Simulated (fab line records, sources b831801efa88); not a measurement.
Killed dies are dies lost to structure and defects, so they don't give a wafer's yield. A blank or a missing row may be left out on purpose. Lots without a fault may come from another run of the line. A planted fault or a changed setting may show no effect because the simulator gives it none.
Which tool did it? | flow gf180mcu | 13 lots, 39 wafers sampled, at 4 steps of a route of 602

WHAT THE GAUGES READ, wafer by wafer
GF_HV_LDD_OVL_MEAS_47. Usual: HV_LDD_03_OVL -0.6 nm, standard deviation 1.4.
lot  | measured     | on         | HV_LDD_03_OVL (nm) | flag
L714 | day 12 10:53 | overlay-02 | -2.3 -2.3 -1.7     |
L716 | day 13 02:17 | overlay-02 | -1.2 -1.2 -1.5     |
L717 | day 13 08:19 | overlay-02 | -1.6 -0.2 -1.4     |
L719 | day 14 03:55 | overlay-02 | -0.1 -0.8 0.5      |
L721 | day 14 20:28 | overlay-02 | 0.0 -0.6 0.0       |
L724 | day 15 18:20 | overlay-01 | 0.7 0.3 -0.7       |
L727 | day 16 22:31 | overlay-01 | -1.6 -2.3 -2.3     |
L729 | day 17 16:11 | overlay-02 | -2.9 1.2 0.9       |
L731 | day 18 08:14 | overlay-01 | -0.1 1.6 -0.6      |
L732 | day 18 13:43 | overlay-02 | -2.6 -1.5 -1.9     |
L733 | day 19 00:49 | overlay-02 | 0.4 1.4 -0.8       |
L735 | day 19 16:52 | overlay-02 | 0.8 0.4 1.4        |
L737 | day 20 08:13 | overlay-02 | -2.3 -0.9 -0.6     |

GF_SAB_CD_MEAS_09: target cd 420 nm. Usual: cd_nm 420.9 nm, standard deviation 2.6.
lot  | measured     | on        | cd_nm (nm)        | flag
L714 | day 15 05:53 | cd_sem-02 | 417.4 418.1 418.4 |
L716 | day 15 23:15 | cd_sem-01 | 417.2 416.7 417.7 |
L717 | day 16 06:09 | cd_sem-01 | 417.0 417.9 416.3 |
L719 | day 17 01:43 | cd_sem-02 | 422.8 421.8 423.1 |
L721 | day 17 20:41 | cd_sem-02 | 420.3 422.2 421.9 |
L724 | day 18 23:08 | cd_sem-02 | 423.3 423.8 424.8 |
L727 | day 20 03:05 | cd_sem-02 | 421.3 419.8 421.3 |
L729 | day 20 21:25 | cd_sem-01 | 417.5 417.9 417.5 |
L731 | day 21 13:33 | cd_sem-01 | 424.0 423.5 423.2 |
L732 | day 21 18:41 | cd_sem-01 | 419.8 416.4 416.3 |
L733 | day 22 06:09 | cd_sem-01 | 420.6 421.6 423.0 |
L735 | day 22 22:29 | cd_sem-02 | 425.9 426.3 424.9 |
L737 | day 23 10:49 | cd_sem-01 | 423.9 422.2 423.1 |

WHICH TOOL RAN EACH LOT (tool, then ch and the chambers of the sampled wafers, then the start)
lot  | GF_NSD_STRIP_11                      | GF_PSD_STRIP_10
L714 | plasma_asher-03 ch 0,1, day 13 11:04 | plasma_asher-04 ch 0,1, day 14 07:44
L716 | plasma_asher-03 ch 0,1, day 14 03:14 | plasma_asher-02 ch 0,1, day 15 00:51
L717 | plasma_asher-02 ch 0,1, day 14 09:51 | plasma_asher-01 ch 0,1, day 15 07:37
L719 | plasma_asher-02 ch 0,1, day 15 04:08 | plasma_asher-02 ch 0,1, day 16 02:43
L721 | plasma_asher-04 ch 0,1, day 15 22:32 | plasma_asher-04 ch 0,1, day 16 20:52
L724 | plasma_asher-04 ch 0,1, day 16 23:01 | plasma_asher-01 ch 0,1, day 17 22:37
L727 | plasma_asher-02 ch 0,1, day 18 01:37 | plasma_asher-01 ch 0,1, day 19 01:59
L729 | plasma_asher-02 ch 0, day 18 19:35   | plasma_asher-01 ch 0, day 19 20:27
L731 | plasma_asher-03 ch 1, day 19 12:26   | plasma_asher-04 ch 0,1, day 20 13:13
L732 | plasma_asher-04 ch 0,1, day 19 17:37 | plasma_asher-02 ch 0,1, day 20 17:54
L733 | plasma_asher-03 ch 0,1, day 20 05:21 | plasma_asher-04 ch 0,1, day 21 05:42
L735 | plasma_asher-04 ch 1, day 20 21:26   | plasma_asher-02 ch 0,1, day 21 21:55
L737 | plasma_asher-02 ch 0,1, day 21 11:41 | plasma_asher-02 ch 0,1, day 22 11:37
- GF_NSD_STRIP_11: strips in O2/N2.
- GF_PSD_STRIP_10: strips in O2/N2.

WHAT THE TOOLS THEMSELVES READ (means of the sampled wafers that have a number; where no wafer has one, the mark that the record gives instead)
GF_NSD_STRIP_11. Usual: drypump_motor_current_A 5.92 A, standard deviation 0.29; heater_power_w 327 W, standard deviation 31; n2_flow_sccm 300.1 sccm, standard deviation 0.96; o2_flow_sccm 3002 sccm, standard deviation 8.3; oes_product_au 0.487 a.u., standard deviation 0.0043; strip_time_to_endpoint_s 22.97 s, standard deviation 0.035.
lot  | tool            | drypump_motor_current_A (A) | heater_power_w (W) | n2_flow_sccm (sccm) | o2_flow_sccm (sccm) | oes_product_au (a.u.) | strip_time_to_endpoint_s (s) | flag
L714 | plasma_asher-03 | 6.02                        | 337                | 299.1               | 3003                | 0.492                 | 22.97                        |
L716 | plasma_asher-03 | 6.07                        | 330                | 299.5               | 3002                | 0.489                 | 22.99                        |
L717 | plasma_asher-02 | 6.09                        | 334                | 299.5               | 3009                | 0.487                 | 22.96                        |
L719 | plasma_asher-02 | 6.16                        | 353                | 301.4               | 3001                | 0.484                 | 22.94                        |
L721 | plasma_asher-04 | 5.65                        | 288                | 299.0               | 3007                | 0.489                 | 23.01                        |
L724 | plasma_asher-04 | 5.48                        | 311                | 299.2               | 3008                | 0.488                 | 23.03                        |
L727 | plasma_asher-02 | 6.11                        | 331                | 300.1               | 3005                | 0.484                 | 22.91                        |
L729 | plasma_asher-02 | 6.21                        | 369                | 300.3               | 2993                | 0.489                 | 22.93                        |
L731 | plasma_asher-03 | 6.15                        | 323                | 300.0               | 3003                | 0.485                 | 22.99                        |
L732 | plasma_asher-04 | 5.49                        | 314                | 300.8               | 2996                | 0.488                 | 22.91                        |
L733 | plasma_asher-03 | 6.09                        | 329                | 300.6               | 2998                | 0.489                 | 22.98                        |
L735 | plasma_asher-04 | 5.80                        | 279                | 300.0               | 3000                | 0.490                 | 22.98                        |
L737 | plasma_asher-02 | 6.12                        | 333                | 301.0               | 3003                | 0.490                 | 22.95                        |

GF_PSD_STRIP_10. Usual: drypump_motor_current_A 6.2 A, standard deviation 0.4; heater_power_w 321 W, standard deviation 30; n2_flow_sccm 300.0 sccm, standard deviation 0.83; o2_flow_sccm 3001 sccm, standard deviation 8.9; oes_product_au 0.592 a.u., standard deviation 0.0045; strip_time_to_endpoint_s 16.540 s, standard deviation 0.029.
lot  | tool            | drypump_motor_current_A (A) | heater_power_w (W) | n2_flow_sccm (sccm) | o2_flow_sccm (sccm) | oes_product_au (a.u.) | strip_time_to_endpoint_s (s) | flag
L714 | plasma_asher-04 | 5.5                         | 308                | 299.3               | 2991                | 0.588                 | 16.504                       |
L716 | plasma_asher-02 | 6.1                         | 332                | 300.2               | 3001                | 0.594                 | 16.533                       |
L717 | plasma_asher-01 | 6.7                         | 306                | 300.4               | 3006                | 0.591                 | 16.532                       |
L719 | plasma_asher-02 | 6.1                         | 339                | 301.2               | 2993                | 0.597                 | 16.575                       |
L721 | plasma_asher-04 | 5.5                         | 307                | 299.3               | 3006                | 0.590                 | 16.511                       |
L724 | plasma_asher-01 | 6.6                         | 301                | 300.5               | 2998                | 0.590                 | 16.545                       |
L727 | plasma_asher-01 | 6.6                         | 302                | 299.7               | 3601                | 0.597                 | 16.400                       | OFF
L729 | plasma_asher-01 | 6.7                         | 302                | 298.8               | 3608                | 0.595                 | 16.337                       | OFF
L731 | plasma_asher-04 | 5.5                         | 311                | 300.2               | 3007                | 0.586                 | 16.501                       |
L732 | plasma_asher-02 | 6.1                         | 332                | 300.2               | 3002                | 0.594                 | 16.513                       |
L733 | plasma_asher-04 | 5.6                         | 295                | 299.6               | 3008                | 0.592                 | 16.529                       |
L735 | plasma_asher-02 | 6.1                         | 349                | 299.2               | 3005                | 0.597                 | 16.549                       |
L737 | plasma_asher-02 | 6.1                         | 349                | 299.8               | 2996                | 0.594                 | 16.532                       |

THE ANSWER, worked out from the rows above alone
Rule: a lot is off if the mean of its wafers that have a number lies more than 3 standard deviations from the usual mean. A lot without any number at a reading at which 4 lots or more have one is off too. The other lots that the step has rows for count as sound. The gauges are gone through in route order, then the tools' own readings, and for those a lot's mean is taken as printed above. The first step at which some lot is off is used, and at that step the reading that is off furthest; a lot without a number counts as furthest.
Off: L727, L729, at GF_PSD_STRIP_10 (o2_flow_sccm).
A tool fits if, at that step or a process step before it, it ran every lot that is off, and no sound lot after the first of them. One fits: plasma_asher-01 at GF_PSD_STRIP_10. Its last sound lot is L724 (day 17 22:37), its first lot that is off L727 (day 19 01:59): a fault that began between those two fits.
The tool's own readings at GF_PSD_STRIP_10 bear it out: on the lots that are off they differ by more than 5 times the standard deviation of the sound lots' means. o2_flow_sccm reads 3604 sccm there against 3001 sccm on the sound lots; strip_time_to_endpoint_s reads 16.368 s there against 16.529 s on the sound lots.

WHAT THE SIMULATOR HAD PUT IN
Process parameter drift: plasma_asher-01, from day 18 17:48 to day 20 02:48, at GF_PSD_STRIP_10. Setting o2_flow_sccm, moved by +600, from 3000. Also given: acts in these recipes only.
Lots struck among those shown: L727, L729. The rule above found the same.
